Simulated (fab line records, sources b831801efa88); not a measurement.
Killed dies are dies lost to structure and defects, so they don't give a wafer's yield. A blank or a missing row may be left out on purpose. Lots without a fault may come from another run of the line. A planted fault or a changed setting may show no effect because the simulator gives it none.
Which tool did it? | flow sky130 | 11 lots, 33 wafers sampled, at 4 steps of a route of 708

WHAT THE GAUGES READ, wafer by wafer
SKY_VT_ADJUST_LVTN_TW_MEAS_21. Usual: VT_ADJUST_LVTN_2_TW 187.2, standard deviation 1.5.
lot  | measured     | on            | VT_ADJUST_LVTN_2_TW | flag
L341 | day 7 15:41  | film_metro-03 | 189.1 190.6 189.4   |
L342 | day 7 22:28  | film_metro-03 | 188.6 189.5 190.2   |
L343 | day 8 04:40  | film_metro-02 | 186.0 186.2 186.1   |
L346 | day 9 01:09  | film_metro-01 | 187.0 186.5 185.6   |
L347 | day 9 04:32  | film_metro-01 | 187.4 186.8 185.8   |
L348 | day 9 14:58  | film_metro-02 | 188.4 187.8 188.2   |
L349 | day 9 23:08  | film_metro-03 | 188.2 187.7 188.7   |
L351 | day 10 13:07 | film_metro-01 | 186.8 185.8 186.2   |
L360 | day 13 15:50 | film_metro-02 | 187.6 188.1 187.4   |
L362 | day 13 23:17 | film_metro-01 | 185.9 186.3 186.7   |
L364 | day 14 06:42 | film_metro-02 | 188.6 189.0 188.4   |

SKY_POLY_GATE_THK_MEAS_01. Usual: POLY_GATE_CVD_00_THK 180.0 nm, standard deviation 1.7.
lot  | measured     | on            | POLY_GATE_CVD_00_THK (nm)           | flag
L341 | day 13 22:32 | film_metro-03 | 179.0 179.2 178.4                   |
L342 | day 14 07:25 | film_metro-03 | 181.6 181.2 180.5                   |
L343 | day 14 14:31 | film_metro-03 | 181.4 182.1 181.5                   |
L346 | day 15 19:43 | film_metro-04 | 180.6 182.7 181.7                   |
L347 | day 15 19:42 | film_metro-02 | 179.9 180.8 182.2                   |
L348 | day 16 09:22 | film_metro-03 | 180.1 179.0 177.9                   |
L349 | day 16 19:13 | film_metro-04 | 178.2 177.6 179.1                   |
L351 | day 17 09:38 | film_metro-04 | 180.9 181.8 179.7                   |
L360 | day 21 07:01 | film_metro-03 | 121.1 120.1 122.0 121.2 120.2 122.0 | OFF
L362 | day 21 16:49 | film_metro-04 | 122.4 122.2 122.0 122.6 122.3 122.0 | OFF
L364 | day 22 01:17 | film_metro-02 | 181.3 180.4 182.8                   |

SKY_POLY_GATE_OVL_MEAS_14. Usual: POLY_GATE_OVL -4 nm, standard deviation 5.2.
lot  | measured     | on         | POLY_GATE_OVL (nm) | flag
L341 | day 16 08:51 | overlay-02 | 7 0 5              |
L342 | day 16 16:41 | overlay-01 | -10 -2 1           |
L343 | day 17 01:04 | overlay-01 | -6 -5 -10          |
L346 | day 18 08:51 | overlay-02 | -7 -8 -12          |
L347 | day 18 09:22 | overlay-02 | 8 6 3              |
L348 | day 18 23:13 | overlay-02 | -4 4 -2            |
L349 | day 19 10:29 | overlay-01 | -6 -1 -8           |
L351 | day 20 00:24 | overlay-01 | 1 0 3              |
L360 | day 23 21:09 | overlay-01 | -3 -6 -8           |
L362 | day 24 07:45 | overlay-01 | -12 -3 -5          |
L364 | day 24 15:33 | overlay-01 | 0 -8 -7            |

WHICH TOOL RAN EACH LOT (tool, then ch and the chambers of the sampled wafers, then the start)
lot  | SKY_POLY_GATE_CVD_00
L341 | lpcvd-01 ch 0, day 13 21:20
L342 | lpcvd-01 ch 1, day 14 06:13
L343 | lpcvd-01 ch 1, day 14 13:19
L346 | lpcvd-01 ch 0, day 15 18:30
L347 | lpcvd-01 ch 0, day 15 18:30
L348 | lpcvd-01 ch 0, day 16 08:10
L349 | lpcvd-01 ch 1, day 16 18:01
L351 | lpcvd-01 ch 0, day 17 08:26
L360 | lpcvd-01 ch 1, day 21 05:49
L362 | lpcvd-01 ch 1, day 21 15:37
L364 | lpcvd-01 ch 0, day 22 00:04
- SKY_POLY_GATE_CVD_00: deposits poly-Si, target thk 180 nm, time 720 s.

WHAT THE TOOLS THEMSELVES READ (means of the sampled wafers that have a number; where no wafer has one, the mark that the record gives instead)
The record holds no such reading with a usual standard deviation.

THE ANSWER, worked out from the rows above alone
Rule: a lot is off if the mean of its wafers that have a number lies more than 3 standard deviations from the usual mean. A lot without any number at a reading at which 4 lots or more have one is off too. The other lots that the step has rows for count as sound. The gauges are gone through in route order, then the tools' own readings, and for those a lot's mean is taken as printed above. The first step at which some lot is off is used, and at that step the reading that is off furthest; a lot without a number counts as furthest.
Off: L360, L362, at SKY_POLY_GATE_THK_MEAS_01 (POLY_GATE_CVD_00_THK).
A tool fits if, at a process step before that reading, it ran every lot that is off, and no sound lot after the first of them. The gauges at SKY_POLY_GATE_THK_MEAS_01 are tried like those tools. None of those tried fits.

WHAT THE SIMULATOR HAD PUT IN
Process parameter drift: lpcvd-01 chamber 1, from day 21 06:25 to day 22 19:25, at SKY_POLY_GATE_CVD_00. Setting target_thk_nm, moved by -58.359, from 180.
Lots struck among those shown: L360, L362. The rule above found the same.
